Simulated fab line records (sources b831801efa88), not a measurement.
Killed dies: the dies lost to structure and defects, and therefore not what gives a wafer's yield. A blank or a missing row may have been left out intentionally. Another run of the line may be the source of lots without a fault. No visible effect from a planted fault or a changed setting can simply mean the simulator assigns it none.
2 desks looking at one fault || flow sky130 || only its own numbers are on each desk; what lay behind them is given at the end

== DESK OF THE TOOL OWNER: rie_si-01 ==
The tool's own readings at SKY_FIELD_ISO_ETCH_17 (etches Si in HBr/Cl2/O2, target depth 342 nm, time 97.7 s): means of the sampled wafers that have a number, for each lot that ran on this tool. Marked OUT: a lot whose mean sits more than 4 standard deviations from the usual mean, which makes it out of limits; the brackets give that distance.
Columns: A = HBr_flow_sccm at SKY_FIELD_ISO_ETCH_17, usual 150.0 sccm; B = chamber_pressure_mTorr at SKY_FIELD_ISO_ETCH_17, usual 14.998 mTorr; C = drypump_motor_current_A at SKY_FIELD_ISO_ETCH_17, usual 5.7 A; D = mfc_cl2_sccm at SKY_FIELD_ISO_ETCH_17, usual 40.00 sccm; E = oes_product_au at SKY_FIELD_ISO_ETCH_17, usual 1.003 a.u.; F = rf_fwd_power_W at SKY_FIELD_ISO_ETCH_17, usual 596.0 W; G = throttle_valve_pct at SKY_FIELD_ISO_ETCH_17, usual 25.654 %
{"lot": "L830", "first seen here": "day 2 15:02", "A": 150.1, "B": 14.985, "C": 5.5, "D": 40.12, "E": 1.005, "F": 597.1, "G": 25.660}
{"lot": "L832", "first seen here": "day 3 02:41", "A": 150.1, "B": 14.995, "C": 5.6, "D": 40.02, "E": "0.947 (-6.6) OUT", "F": "500.1 (-50) OUT", "G": "25.693 (+4.2) OUT"}
{"lot": "L835", "first seen here": "day 3 17:14", "A": 149.9, "B": 15.009, "C": 5.6, "D": 40.01, "E": "0.949 (-6.4) OUT", "F": "500.5 (-50) OUT", "G": 25.678}
{"lot": "L845", "first seen here": "day 5 20:52", "A": 150.8, "B": 15.002, "C": 5.5, "D": 39.92, "E": 1.003, "F": 596.5, "G": 25.656}
{"lot": "L846", "first seen here": "day 6 02:20", "A": 149.8, "B": 15.006, "C": 5.8, "D": 39.96, "E": 1.000, "F": 595.5, "G": 25.652}
{"lot": "L849", "first seen here": "day 6 22:11", "A": 149.7, "B": 14.991, "C": 5.5, "D": 40.08, "E": 1.000, "F": 596.3, "G": 25.664}
{"lot": "L851", "first seen here": "day 7 07:40", "A": 150.0, "B": 15.007, "C": 5.5, "D": 40.05, "E": 1.013, "F": 595.7, "G": 25.650}
This desk finds L832, L835 out of limits, L832 being first, at day 3 02:41 (oes_product_au at SKY_FIELD_ISO_ETCH_17). In limits: L830, L845, L846, L849, L851.

== FROM THE METROLOGY DESK ==
What the gauges read for every lot (on any tool): the sampled wafers with a number, averaged. Marked OUT: a lot whose mean sits more than 4 standard deviations from the usual mean, which makes it out of limits; the brackets give that distance.
Columns: A = cd_nm at SKY_FIELD_ISO_CD_MEAS_13, usual 150.1 nm; B = FIELD_ISO_OXIDATION_01_THK at SKY_FIELD_ISO_THK_MEAS_23, usual 10.02 nm; C = DNWELL_TW at SKY_DNWELL_TW_MEAS_09, usual 1112
{"lot": "L828", "first seen here": "day 2 05:09", "A": 149.8, "B": 10.22, "C": 1111}
{"lot": "L829", "first seen here": "day 2 11:35", "A": 149.7, "B": 9.76, "C": 1104}
{"lot": "L830", "first seen here": "day 2 14:45", "A": 151.1, "B": 9.78, "C": 1106}
{"lot": "L832", "first seen here": "day 3 02:22", "A": 148.3, "B": 10.10, "C": 1103}
{"lot": "L835", "first seen here": "day 3 16:57", "A": 150.9, "B": 10.23, "C": 1104}
{"lot": "L843", "first seen here": "day 5 11:34", "A": 150.8, "B": 10.07, "C": 1113}
{"lot": "L845", "first seen here": "day 5 20:33", "A": 148.5, "B": 10.04, "C": 1135}
{"lot": "L846", "first seen here": "day 6 02:04", "A": 152.4, "B": 10.06, "C": 1113}
{"lot": "L847", "first seen here": "day 6 05:52", "A": 150.3, "B": 10.36, "C": 1117}
{"lot": "L848", "first seen here": "day 6 11:52", "A": 151.3, "B": 10.00, "C": 1128}
{"lot": "L849", "first seen here": "day 6 21:54", "A": 150.3, "B": 9.69, "C": 1110}
{"lot": "L850", "first seen here": "day 7 01:52", "A": 148.9, "B": 9.80, "C": 1104}
{"lot": "L851", "first seen here": "day 7 07:22", "A": 149.2, "B": 9.98, "C": 1104}
This desk's finding: nothing out of limits on any of the 13 lots.

== PUT TOGETHER ==
The tool owner's desk had the chance to raise an alarm at day 3 02:41 on L832, L835.
At the metrology desk, nothing out of limits was observed.
The metrology desk holds a record of L832, L835, inside its limits.
Of the lots named, all ran SKY_FIELD_ISO_ETCH_17 on rie_si-01.

== WHAT THE SIMULATOR HAD INSERTED ==
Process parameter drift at SKY_FIELD_ISO_ETCH_17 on rie_si-01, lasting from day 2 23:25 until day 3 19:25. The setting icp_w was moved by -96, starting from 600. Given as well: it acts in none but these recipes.
Shown lots that were struck: L832, L835.
Hours from the fault's start to each desk's first reading out of limits: the tool owner's desk, 3.
